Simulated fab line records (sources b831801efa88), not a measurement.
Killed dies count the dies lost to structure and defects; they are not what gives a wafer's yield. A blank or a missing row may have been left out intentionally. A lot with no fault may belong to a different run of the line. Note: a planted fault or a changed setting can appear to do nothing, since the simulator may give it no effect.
Which tool is to blame? / flow sky130 / 12 lots, 36 wafers sampled, at 2 steps of a route of 708

== WHAT THE GAUGES READ, wafer by wafer ==
SKY_CONTACT_BOW_MEAS_05.
lot=L340; measured=day 31 06:45; on=film-metro-02; CONTACT_BOW (um)=80 86 77
lot=L341; measured=day 31 08:53; on=film-metro-03; CONTACT_BOW (um)=77 78 88
lot=L343; measured=day 32 13:55; on=film-metro-02; CONTACT_BOW (um)=67 86 90
lot=L345; measured=day 32 16:29; on=film-metro-03; CONTACT_BOW (um)=78 84 77
lot=L348; measured=day 33 13:08; on=film-metro-03; CONTACT_BOW (um)=69 74 84
lot=L349; measured=day 33 21:28; on=film-metro-02; CONTACT_BOW (um)=74 76 81
lot=L350; measured=day 34 08:47; on=film-metro-03; CONTACT_BOW (um)=87 88 78
lot=L352; measured=day 34 19:41; on=film-metro-04; CONTACT_BOW (um)=94 68 81
lot=L359; measured=day 37 00:21; on=film-metro-02; CONTACT_BOW (um)=84 91 91
lot=L358; measured=day 37 01:42; on=film-metro-02; CONTACT_BOW (um)=72 78 88
lot=L360; measured=day 37 06:32; on=film-metro-04; CONTACT_BOW (um)=78 83 87
lot=L361; measured=day 37 17:24; on=film-metro-03; CONTACT_BOW (um)=90 81 86

== WHICH TOOL RAN EACH LOT (tool, then ch and the chambers of the sampled wafers, then the start) ==
lot=L340; SKY_CONTACT_CMP_04=cmp-02 ch 1,3, day 31 06:25
lot=L341; SKY_CONTACT_CMP_04=cmp-01 ch 1,2, day 31 08:38
lot=L343; SKY_CONTACT_CMP_04=cmp-02 ch 0,1,3, day 32 13:40
lot=L345; SKY_CONTACT_CMP_04=cmp-02 ch 0,1,3, day 32 16:11
lot=L348; SKY_CONTACT_CMP_04=cmp-02 ch 0,1,2, day 33 12:50
lot=L349; SKY_CONTACT_CMP_04=cmp-02 ch 0,1,2, day 33 21:16
lot=L350; SKY_CONTACT_CMP_04=cmp-01 ch 0,2, day 34 08:29
lot=L352; SKY_CONTACT_CMP_04=cmp-01 ch 0,1, day 34 19:22
lot=L359; SKY_CONTACT_CMP_04=cmp-01 ch 0,1,2, day 37 00:03
lot=L358; SKY_CONTACT_CMP_04=cmp-01 ch 0,1,2, day 37 01:29
lot=L360; SKY_CONTACT_CMP_04=cmp-02 ch 1,2, day 37 06:14
lot=L361; SKY_CONTACT_CMP_04=cmp-02 ch 0,1, day 37 17:06
- SKY_CONTACT_CMP_04: polishes SiO2.

== WHAT THE TOOLS THEMSELVES READ (means of the sampled wafers that have a number; where no wafer has one, the mark that the record gives instead) ==
SKY_CONTACT_CMP_04.
lot=L340; tool=cmp-02; edge-zone-pressure-frac=1.001; head-pressure-psi (psi)=4.119; motor-current-A (A)=12.5; time-to-endpoint-s (s)=82
lot=L341; tool=cmp-01; edge-zone-pressure-frac=0.996; head-pressure-psi (psi)=4.120; motor-current-A (A)=13.1; time-to-endpoint-s (s)=82
lot=L343; tool=cmp-02; edge-zone-pressure-frac=1.001; head-pressure-psi (psi)=4.118; motor-current-A (A)=12.6; time-to-endpoint-s (s)=84
lot=L345; tool=cmp-02; edge-zone-pressure-frac=0.996; head-pressure-psi (psi)=4.123; motor-current-A (A)=13.2; time-to-endpoint-s (s)=81
lot=L348; tool=cmp-02; edge-zone-pressure-frac=1.001; head-pressure-psi (psi)=4.119; motor-current-A (A)=12.5; time-to-endpoint-s (s)=80
lot=L349; tool=cmp-02; edge-zone-pressure-frac=1.003; head-pressure-psi (psi)=4.128; motor-current-A (A)=12.6; time-to-endpoint-s (s)=83
lot=L350; tool=cmp-01; edge-zone-pressure-frac=0.996; head-pressure-psi (psi)=4.121; motor-current-A (A)=14.2; time-to-endpoint-s (s)=84
lot=L352; tool=cmp-01; edge-zone-pressure-frac=0.998; head-pressure-psi (psi)=4.121; motor-current-A (A)=14.3; time-to-endpoint-s (s)=84
lot=L359; tool=cmp-01; edge-zone-pressure-frac=0.999; head-pressure-psi (psi)=4.116; motor-current-A (A)=13.5; time-to-endpoint-s (s)=82
lot=L358; tool=cmp-01; edge-zone-pressure-frac=0.999; head-pressure-psi (psi)=4.122; motor-current-A (A)=13.6; time-to-endpoint-s (s)=83
lot=L360; tool=cmp-02; edge-zone-pressure-frac=1.003; head-pressure-psi (psi)=4.127; motor-current-A (A)=12.5; time-to-endpoint-s (s)=78
lot=L361; tool=cmp-02; edge-zone-pressure-frac=1.001; head-pressure-psi (psi)=4.121; motor-current-A (A)=12.3; time-to-endpoint-s (s)=82

== THE ANSWER, worked out from the rows above alone ==
Rule: what is usual is taken from the lots themselves. Put in order of their means at a reading, lots are off if they are a third of the lots or fewer, leave a main group of 4 or more, and stand apart from it by a gap of 3 or more times the standard deviation of the main group's means; of several such gaps the widest counts. If all means in a main group match to the digits the tables above print for the reading, that group is not used. Also off: a lot with no number at a reading for which 4 or more lots have one. Any other lot the step has rows for is counted as sound. The gauges are gone through in route order, then the tools' own readings, and for those a lot's mean is taken as printed above. At the first step where some lot is off, the reading lying furthest off is the one used; lots without a number count as furthest.
No lot is off at any reading shown: from this, nothing can be told.

== WHAT WAS PUT IN BY THE SIMULATOR ==
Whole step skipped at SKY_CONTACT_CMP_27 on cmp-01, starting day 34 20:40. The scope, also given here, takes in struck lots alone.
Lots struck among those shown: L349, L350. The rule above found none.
